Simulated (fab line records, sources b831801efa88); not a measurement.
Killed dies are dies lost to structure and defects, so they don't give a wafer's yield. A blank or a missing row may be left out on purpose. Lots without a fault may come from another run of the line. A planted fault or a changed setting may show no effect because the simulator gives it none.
Which tool did it? | flow gf180mcu | 15 lots, 43 wafers sampled, at 5 steps of a route of 602

WHAT THE GAUGES READ, wafer by wafer
GF_NSD_OVL_MEAS_08.
lot  | measured     | on         | NSD_OVL (nm)
L126 | day 13 08:26 | overlay-02 | -0.4 -2.0 -2.6
L127 | day 13 17:30 | overlay-01 | -0.5 -1.0 -0.8
L128 | day 14 01:08 | overlay-02 | 0.4 0.7 1.4
L129 | day 14 04:32 | overlay-01 | -0.1 1.1 0.8
L130 | day 14 18:05 | overlay-02 | 2.8 1.8 -0.2
L131 | day 15 04:02 | overlay-01 | -0.8 -2.7 -2.1
L132 | day 15 06:08 | overlay-02 | -1.3 -2.3 -1.5
L136 | day 16 19:11 | overlay-02 | -1.6 -0.5 -0.3
L138 | day 17 15:38 | overlay-01 | -1.2 -2.0
L140 | day 18 05:08 | overlay-02 | -2.3 -1.1
L142 | day 18 19:14 | overlay-01 | 0.5 -0.8 0.3
L143 | day 19 00:23 | overlay-01 | -0.3 -0.6 -2.4
L146 | day 20 08:59 | overlay-01 | -1.8 0.0 0.0
L147 | day 20 14:23 | overlay-02 | -1.5 -2.3 -2.9
L149 | day 21 05:17 | overlay-01 | 0.7 -1.1 -1.1

GF_PSD_CD_MEAS_07: target cd 400 nm.
lot  | measured     | on        | cd_nm (nm)
L126 | day 14 05:34 | cd_sem-01 | 404.4 403.8 400.6
L127 | day 14 14:39 | cd_sem-02 | 402.7 402.9 399.4
L128 | day 14 22:55 | cd_sem-02 | 399.5 396.2 397.0
L129 | day 15 06:25 | cd_sem-01 | 399.2 398.3 397.7
L130 | day 15 15:40 | cd_sem-02 | 397.3 400.4 396.6
L131 | day 16 01:46 | cd_sem-02 | 402.4 403.0 402.1
L132 | day 16 04:18 | cd_sem-01 | 401.1 401.3 397.4
L136 | day 17 18:02 | cd_sem-02 | 398.1 399.2 397.2
L138 | day 18 15:34 | cd_sem-01 | 400.2 426.7
L140 | day 19 05:04 | cd_sem-02 | 400.2 425.5
L142 | day 19 18:59 | cd_sem-01 | 424.4 427.1 402.5
L143 | day 20 00:41 | cd_sem-01 | 400.1 400.4 399.1
L146 | day 21 09:07 | cd_sem-01 | 397.9 400.8 400.1
L147 | day 21 14:49 | cd_sem-01 | 400.3 399.4 403.3
L149 | day 22 05:12 | cd_sem-02 | 400.5 401.4 401.6

GF_PSD_OVL_MEAS_08.
lot  | measured     | on         | PSD_OVL (nm)
L126 | day 14 05:41 | overlay-02 | -1.1 0.6 -1.1
L127 | day 14 14:44 | overlay-01 | 1.1 0.4 -0.5
L128 | day 14 23:02 | overlay-01 | -0.5 2.5 -1.1
L129 | day 15 06:32 | overlay-02 | 0.2 -1.7 0.5
L130 | day 15 15:47 | overlay-01 | 0.1 0.0 0.9
L131 | day 16 01:53 | overlay-02 | 2.3 -0.3 1.2
L132 | day 16 04:24 | overlay-01 | 1.1 2.6 0.7
L136 | day 17 18:08 | overlay-01 | 1.9 1.1 -1.4
L138 | day 18 15:41 | overlay-01 | 1.4 1.5
L140 | day 19 05:11 | overlay-02 | 1.3 -0.5
L142 | day 19 19:05 | overlay-02 | 1.0 -0.5 0.0
L143 | day 20 00:47 | overlay-02 | 0.3 -0.8 0.3
L146 | day 21 09:14 | overlay-02 | -0.9 0.0 -3.6
L147 | day 21 14:56 | overlay-01 | 1.3 0.4 0.8
L149 | day 22 05:17 | overlay-01 | -1.9 -0.3 0.1

GF_PSD_TW_MEAS_11.
lot  | measured     | on            | PSD_TW
L126 | day 14 05:58 | film_metro-01 | 3181 3177 3193
L127 | day 14 15:02 | film_metro-01 | 3191 3174 3179
L128 | day 14 23:19 | film_metro-03 | 3154 3179 3156
L129 | day 15 06:49 | film_metro-01 | 3186 3177 3199
L130 | day 15 16:04 | film_metro-01 | 3175 3157 3161
L131 | day 16 02:10 | film_metro-03 | 3156 3150 3159
L132 | day 16 04:41 | film_metro-04 | 3188 3172 3183
L136 | day 17 18:25 | film_metro-03 | 3188 3177 3185
L138 | day 18 15:58 | film_metro-04 | 3180 3152
L140 | day 19 05:28 | film_metro-03 | 3165 3194
L142 | day 19 19:23 | film_metro-03 | 3187 3195 3214
L143 | day 20 01:05 | film_metro-03 | 3167 3175 3168
L146 | day 21 09:31 | film_metro-01 | 3180 3193 3195
L147 | day 21 15:13 | film_metro-01 | 3179 3170 3174
L149 | day 22 05:35 | film_metro-04 | 3172 3171 3159

WHICH TOOL RAN EACH LOT (tool, then ch and the chambers of the sampled wafers, then the start)
lot  | GF_PSD_DEVELOP_06
L126 | litho_track-01 ch 0, day 14 05:25
L127 | litho_track-04 ch 0, day 14 14:31
L128 | litho_track-03 ch 0, day 14 22:46
L129 | litho_track-04 ch 0, day 15 06:16
L130 | litho_track-03 ch 0, day 15 15:31
L131 | litho_track-03 ch 0, day 16 01:37
L132 | litho_track-03 ch 0, day 16 04:10
L136 | litho_track-04 ch 0, day 17 17:53
L138 | litho_track-03 ch 0, day 18 15:25
L140 | litho_track-03 ch 0, day 19 04:55
L142 | litho_track-03 ch 0, day 19 18:50
L143 | litho_track-01 ch 0, day 20 00:32
L146 | litho_track-01 ch 0, day 21 08:58
L147 | litho_track-04 ch 0, day 21 14:40
L149 | litho_track-01 ch 0, day 22 05:04
- GF_PSD_DEVELOP_06: develop time 60 s.

WHAT THE TOOLS THEMSELVES READ (means of the sampled wafers that have a number; where no wafer has one, the mark that the record gives instead)
The record holds no such reading with a usual standard deviation.

THE ANSWER, worked out from the rows above alone
Rule: what is usual is taken from the lots themselves. Put in order of their means at a reading, lots are off if they are a third of the lots or fewer, leave a main group of 4 or more, and stand apart from it by a gap of 3 or more times the standard deviation of the main group's means; of several such gaps the widest counts. A main group whose means are all the same, to the digits that the tables above print for the reading, isn't used. A lot without any number at a reading at which 4 lots or more have one is off too. The other lots that the step has rows for count as sound. The gauges are gone through in route order, then the tools' own readings, and for those a lot's mean is taken as printed above. The first step at which some lot is off is used, and at that step the reading that is off furthest; a lot without a number counts as furthest.
Off: L138, L140, L142, at GF_PSD_CD_MEAS_07 (cd_nm). The main group: mean 400.1 nm, standard deviation 1.7.
A tool fits if, at a process step before that reading, it ran every lot that is off, and no sound lot after the first of them. The gauges at GF_PSD_CD_MEAS_07 are tried like those tools. One fits: litho_track-03 at GF_PSD_DEVELOP_06. Its last sound lot is L132 (day 16 04:10), its first lot that is off L138 (day 18 15:25): a fault that began between those two fits.

WHAT THE SIMULATOR HAD PUT IN
Process parameter drift: litho_track-03, from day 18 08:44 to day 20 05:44, at GF_PSD_DEVELOP_06. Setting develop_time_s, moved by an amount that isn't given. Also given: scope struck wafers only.
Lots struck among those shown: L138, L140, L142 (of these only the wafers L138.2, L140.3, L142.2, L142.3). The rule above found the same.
